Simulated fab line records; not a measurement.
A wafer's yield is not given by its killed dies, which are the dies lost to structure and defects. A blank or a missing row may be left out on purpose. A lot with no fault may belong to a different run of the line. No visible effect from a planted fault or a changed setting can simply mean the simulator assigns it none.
fab line records	flow sky130
[record] lots = 14	wafers = 42	lastDay = 50
route steps=708 shown LI_CONTACT@381 METAL1@446 VIA1@471
lots that met no fault: from a run of the same line without faults
startH: the number of hours between the record's first day and the start of the first shown wafer of the lot	waitH: hours elapsed since this lot's preceding step	" identical to the entry in the row above	L1.1+2: several wafers, shown together as one row	- either no value or no given start	* or withheld: withheld	< > ~ a bound
route shown NAME@n: names a module that has steps shown in the file, with the first one's number in the route	usual: the fault-free wafers' mean and standard deviation	same: alike in all rows	chamber/n: place in a boat	sites: per-site readings	_std_site: the standard deviation of these	_edge_site: outer sites' mean less inner sites'	radiusMm: how far each site lies from the wafer's centre	mask NAME#n: copy n	behind: the tool/chamber that last shaped the wafer	hold: cause of the lot's hold/its duration in hours/its outcome	device: names the non-switching transistor (n, p or np)	end of line: tests of these same wafers at the route's end	for a step that has no rows: nothing shown but its recipe	killed: the dies lost at the first sort to structure and to defects; this is not the yield of the wafer	map: shows each die of a wafer: x if killed, . if not, _ if none is there
set.NAME: the setting that was run; set.NAME@STEP: the one run at that earlier step	model.NAME: the simulator's own value behind a step, which no gauge read
one table for each step of the route and one row for each wafer, over a sample of lots
services: from which hour (startH, from the record's first day; less than 0 if before it) a tool's chamber was out of use, for how many hours, and why
[[steps]]
[step SKY_LI_CONTACT_SPUTTER_19]
[recipe] material = Ti	targetThkNm = 20	chamberPressurePa = 5	powerW = 2500	substrateTempC = 200	timeS = 106.37
[usual] throttleValvePct = 29.9/0.87
[same] timeS = 106.37
lot.wafer	tool	chamber	startH	waitH	throttleValvePct
L678.4	pvdSputter-04	-	672.99	0.0	30.4
L678.5	"	-	"	"	29.0
L678.6	"	-	"	"	28.7
L679.1	pvdSputter-01	-	689.42	0.0	29.3
L679.4	"	-	"	"	29.8
L679.5	"	-	"	"	29.1
L682.2	pvdSputter-04	-	704.22	0.0	28.4
L682.4	"	-	"	"	30.5
L682.5	"	-	"	"	29.5
L684.1	pvdSputter-01	-	730.22	0.0	29.9
L684.3	"	-	"	"	28.9
L684.5	"	-	"	"	31.3
L686.3	pvdSputter-01	-	748.21	0.0	31.3
L686.4	"	-	"	"	30.0
L686.6	"	-	"	"	31.4
L687.1	pvdSputter-04	-	752.83	0.0	30.3
L687.2	"	-	"	"	29.5
L687.3	"	-	"	"	29.2
L688.2	pvdSputter-01	-	756.06	0.0	31.0
L688.3	"	-	"	"	30.2
L688.6	"	-	"	"	29.7
L695.1	pvdSputter-04	-	813.31	0.0	29.4
L695.4	"	-	"	"	30.6
L695.6	"	-	"	"	29.1
L696.1	pvdSputter-01	-	817.71	0.0	29.9
L696.5	"	-	"	"	29.2
L696.6	"	-	"	"	31.2
L697.2	pvdSputter-01	-	823.32	0.0	31.3
L697.4	"	-	"	"	29.0
L697.5	"	-	"	"	30.0
L698.1	pvdSputter-02	-	834.54	0.0	29.1
L698.3	"	-	"	"	31.5
L698.4	"	-	"	"	30.8
L699.4	pvdSputter-01	-	841.28	0.0	29.3
L699.5	"	-	"	"	29.5
L699.6	"	-	"	"	31.3
L700.1	pvdSputter-02	-	850.44	0.0	29.2
L700.4	"	-	"	"	31.3
L700.6	"	-	"	"	29.1
L701.1	pvdSputter-04	-	852.76	0.0	30.3
L701.4	"	-	"	"	29.2
L701.6	"	-	"	"	29.3
[step SKY_METAL1_EXPOSE_12]
[recipe] maskId = MM1	na = 0.8	sourceShape = annular	sigmaInner = 0.55	sigmaOuter = 0.85	targetCdNm = 140	doseMj = 28
[usual] exposureDoseMJCm2 = 27.98/0.032	focusOffsetNm = 0.0/0.48
lot.wafer	tool	chamber	startH	waitH	mask	exposureDoseMJCm2	focusOffsetNm
L678.4	krfScanner-02	0	747.58	-	MM1#0	27.97	-0.3
L678.5	"	0	"	"	MM1#0	27.93	0.3
L678.6	"	0	"	"	MM1#0	27.94	0.0
L679.1	krfScanner-02	0	762.77	-	MM1#0	28.02	-0.1
L679.4	"	0	"	"	MM1#0	28.03	0.2
L679.5	"	0	"	"	MM1#0	28.00	0.1
L682.2	krfScanner-02	0	777.29	-	MM1#0	27.93	-0.1
L682.4	"	0	"	"	MM1#0	27.94	-0.4
L682.5	"	0	"	"	MM1#0	27.97	-0.2
L684.1	krfScanner-02	0	801.22	-	MM1#0	27.94	-0.2
L684.3	"	0	"	"	MM1#0	27.94	-0.2
L684.5	"	0	"	"	MM1#0	27.93	-0.9
L686.3	krfScanner-02	0	818.54	-	MM1#0	27.95	-0.1
L686.4	"	0	"	"	MM1#0	27.93	0.4
L686.6	"	0	"	"	MM1#0	27.94	-0.5
L687.1	krfScanner-02	-	823.95	-	MM1#0	-	-
L687.2	"	-	"	"	MM1#0	-	-
L687.3	"	-	"	"	MM1#0	-	-
L688.2	krfScanner-02	-	826.89	-	MM1#0	-	-
L688.3	"	-	"	"	MM1#0	-	-
L688.6	"	-	"	"	MM1#0	-	-
L695.1	krfScanner-01	0	882.59	-	MM1#0	27.98	0.3
L695.4	"	0	"	"	MM1#0	27.96	-0.1
L695.6	"	0	"	"	MM1#0	27.98	0.1
L696.1	krfScanner-02	0	887.52	-	MM1#0	27.95	0.0
L696.5	"	0	"	"	MM1#0	27.95	0.3
L696.6	"	0	"	"	MM1#0	27.90	-0.1
L697.2	krfScanner-02	0	893.04	-	MM1#0	28.02	0.7
L697.4	"	0	"	"	MM1#0	27.96	0.0
L697.5	"	0	"	"	MM1#0	27.97	0.1
L698.1	krfScanner-01	0	904.12	-	MM1#0	28.02	0.5
L698.3	"	0	"	"	MM1#0	28.02	0.0
L698.4	"	0	"	"	MM1#0	28.00	0.5
L699.4	krfScanner-02	0	911.00	-	MM1#0	27.96	0.8
L699.5	"	0	"	"	MM1#0	27.96	1.1
L699.6	"	0	"	"	MM1#0	27.96	0.1
L700.1	krfScanner-01	0	918.74	-	MM1#0	28.00	-0.5
L700.4	"	0	"	"	MM1#0	28.00	0.3
L700.6	"	0	"	"	MM1#0	27.98	-0.2
L701.1	krfScanner-02	0	921.32	-	MM1#0	27.98	-0.6
L701.4	"	0	"	"	MM1#0	27.96	0.7
L701.6	"	0	"	"	MM1#0	27.97	0.9
[step SKY_METAL1_ETCH_18]
[recipe] chemistry = N2/H2	target = BARC	ionEnergyEv = 200	biasW = 100	pressureMtorr = 30	n2FlowSccm = 100	h2FlowSccm = 200	icpW = 500	stopOn = SiO2	timeS = 45.9	targetDepthA = 600
[usual] drypumpMotorCurrentA = 5.6/0.37	oesProductAu = 0.855/0.0047	throttleValvePct = 13.225/0.0082
[same] timeS = 45.9
lot.wafer	tool	chamber	startH	waitH	drypumpMotorCurrentA	oesProductAu	rfHoursCounterH	throttleValvePct
L678.4	rieMetal-02	0	760.40	0.0	5.1	0.849	-	13.222
L678.5	"	1	"	"	5.4	0.852	-	13.232
L678.6	"	0	"	"	5.0	0.845	-	13.241
L679.1	rieMetal-04	1	777.15	0.0	5.3	0.844	9	13.238
L679.4	"	0	"	"	6.2	0.850	-	13.221
L679.5	"	1	"	"	5.3	0.858	-	13.226
L682.2	rieMetal-03	1	790.43	0.0	5.4	0.857	16	13.212
L682.4	"	1	"	"	5.4	0.858	-	13.231
L682.5	"	0	"	"	5.7	0.844	-	13.233
L684.1	rieMetal-02	0	814.40	0.0	5.1	0.856	2	13.224
L684.3	"	1	"	"	5.4	0.853	-	13.215
L684.5	"	1	"	"	5.5	0.859	-	13.227
L686.3	rieMetal-03	0	832.08	0.1	5.7	0.853	-	13.228
L686.4	"	0	"	"	5.7	0.856	-	13.225
L686.6	"	0	"	"	5.7	0.855	-	13.224
L687.1	rieMetal-03	0	837.47	0.1	5.7	0.857	4	13.225
L687.2	"	0	"	"	5.7	0.854	-	13.222
L687.3	"	0	"	"	5.6	0.849	-	13.235
L688.2	rieMetal-04	0	840.23	0.0	6.2	0.850	8	13.224
L688.3	"	1	"	"	5.3	0.859	-	13.238
L688.6	"	1	"	"	5.3	0.856	-	13.226
L695.1	rieMetal-04	0	895.11	0.0	6.1	0.854	10	13.232
L695.4	"	0	"	"	6.1	0.852	-	13.213
L695.6	"	0	"	"	6.1	0.853	-	13.238
L696.1	rieMetal-04	1	899.88	0.0	5.3	0.857	14	13.217
L696.5	"	0	"	"	6.1	0.860	-	13.229
L696.6	"	1	"	"	5.3	0.859	-	13.212
L697.2	rieMetal-03	0	905.46	0.0	5.7	0.859	7	13.213
L697.4	"	0	"	"	5.7	0.857	-	13.226
L697.5	"	1	"	"	5.4	0.860	-	13.227
L698.1	rieMetal-02	0	916.40	0.0	5.1	0.855	7	13.227
L698.3	"	1	"	"	5.4	0.849	-	13.224
L698.4	"	0	"	"	5.0	0.849	-	13.227
L699.4	rieMetal-02	0	923.93	0.0	5.1	0.842	-	13.228
L699.5	"	0	"	"	5.1	0.855	-	13.211
L699.6	"	1	"	"	5.4	0.845	-	13.222
L700.1	rieMetal-04	1	931.11	0.0	5.3	0.852	15	13.221
L700.4	"	1	"	"	5.3	0.857	-	13.232
L700.6	"	0	"	"	6.2	0.855	-	13.212
L701.1	rieMetal-04	0	933.68	0.0	6.2	0.855	12	13.221
L701.4	"	1	"	"	5.3	0.847	-	13.222
L701.6	"	1	"	"	5.3	0.853	-	13.229
[step SKY_VIA1_OVL_MEAS_13]
[usual] VIA1_OVL = -1/5
lot.wafer	tool	chamber	startH	waitH	VIA1_OVL[nm]
L678.4	overlay-02	-	789.32	0.1	-8
L678.5	"	-	"	"	1
L678.6	"	-	"	"	-4
L679.1	overlay-01	-	805.12	0.1	-4
L679.4	"	-	"	"	1
L679.5	"	-	"	"	-7
L682.2	overlay-01	-	819.26	0.1	2
L682.4	"	-	"	"	1
L682.5	"	-	"	"	-8
L684.1	overlay-02	-	842.69	0.1	1
L684.3	"	-	"	"	0
L684.5	"	-	"	"	3
L686.3	overlay-01	-	859.58	0.1	5
L686.4	"	-	"	"	-1
L686.6	"	-	"	"	0
L695.1	overlay-02	-	921.55	0.1	-8
L695.4	"	-	"	"	-4
L695.6	"	-	"	"	0
L696.1	overlay-02	-	926.57	0.1	8
L696.5	"	-	"	"	4
L696.6	"	-	"	"	-7
L697.2	overlay-02	-	931.51	0.1	2
L697.4	"	-	"	"	-3
L697.5	"	-	"	"	-5
L698.1	overlay-02	-	942.34	0.1	-3
L698.3	"	-	"	"	-2
L698.4	"	-	"	"	1
L699.4	overlay-02	-	950.10	0.1	-1
L699.5	"	-	"	"	-4
L699.6	"	-	"	"	-6
L700.1	overlay-02	-	956.31	0.1	-11
L700.4	"	-	"	"	-1
L700.6	"	-	"	"	4
L701.1	overlay-02	-	958.59	0.1	13
L701.4	"	-	"	"	0
L701.6	"	-	"	"	5
[[services]]
tool	chamber	startH	hours	kind
krfScanner-02	-	658.67	4.4	pm
krfScanner-02	-	663.05	1.3	pm
rieMetal-04	-	674.23	0.7	repair
pvdSputter-04	-	689.33	4.9	repair
pvdSputter-04	-	691.95	5.0	repair
rieMetal-03	0	695.61	1.2	repair
krfScanner-02	-	695.86	1.0	pm
krfScanner-02	-	697.45	0.5	repair
pvdSputter-01	-	713.10	1.4	repair
rieMetal-04	0	721.42	1.3	repair
krfScanner-01	-	727.20	0.8	pm
krfScanner-02	-	738.50	0.3	repair
krfScanner-01	-	744.66	1.0	pm
krfScanner-02	-	774.84	0.8	pm
rieMetal-02	-	786.34	2.5	repair
rieMetal-02	-	791.23	1.2	repair
krfScanner-01	-	804.42	19.0	repair
krfScanner-02	-	838.53	1.3	pm
rieMetal-03	-	844.20	1.1	repair
krfScanner-02	-	864.86	1.0	pm
rieMetal-03	-	882.90	0.2	repair
pvdSputter-01	-	910.63	2.9	repair
pvdSputter-01	-	912.49	22.8	repair
rieMetal-03	1	924.88	6.6	repair
[[key]]
[firstSign] step = SKY_METAL1_EXPOSE_12	reading = toolRecord	direction = missing
effect none on later readings
metAt SKY_METAL1_EXPOSE_12
struckLots L687,L688
laterRowsLeftOut L687.1,L687.2,L687.3,L688.2,L688.3,L688.6
sortLeftOut L687.1,L687.2,L687.3,L688.2,L688.3,L688.6
notActingAt SKY_LI_CONTACT_SPUTTER_19,SKY_METAL1_ETCH_18,SKY_VIA1_OVL_MEAS_13
onsetBetween 818.54 823.95
[fault] kind = skippedStepWhole	tool = krfScanner-02	chamber = -	onsetH = 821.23	steps = SKY_METAL1_EXPOSE_12	scope = struckLotsOnly
// sortLeftOut: the simulated sort isn't trusted on such a fault, so these wafers' sort isn't shown, and their yield isn't known
// laterRowsLeftOut: the simulator's readings of these wafers behind a module that went badly wrong aren't trusted and aren't shown, but for the sort
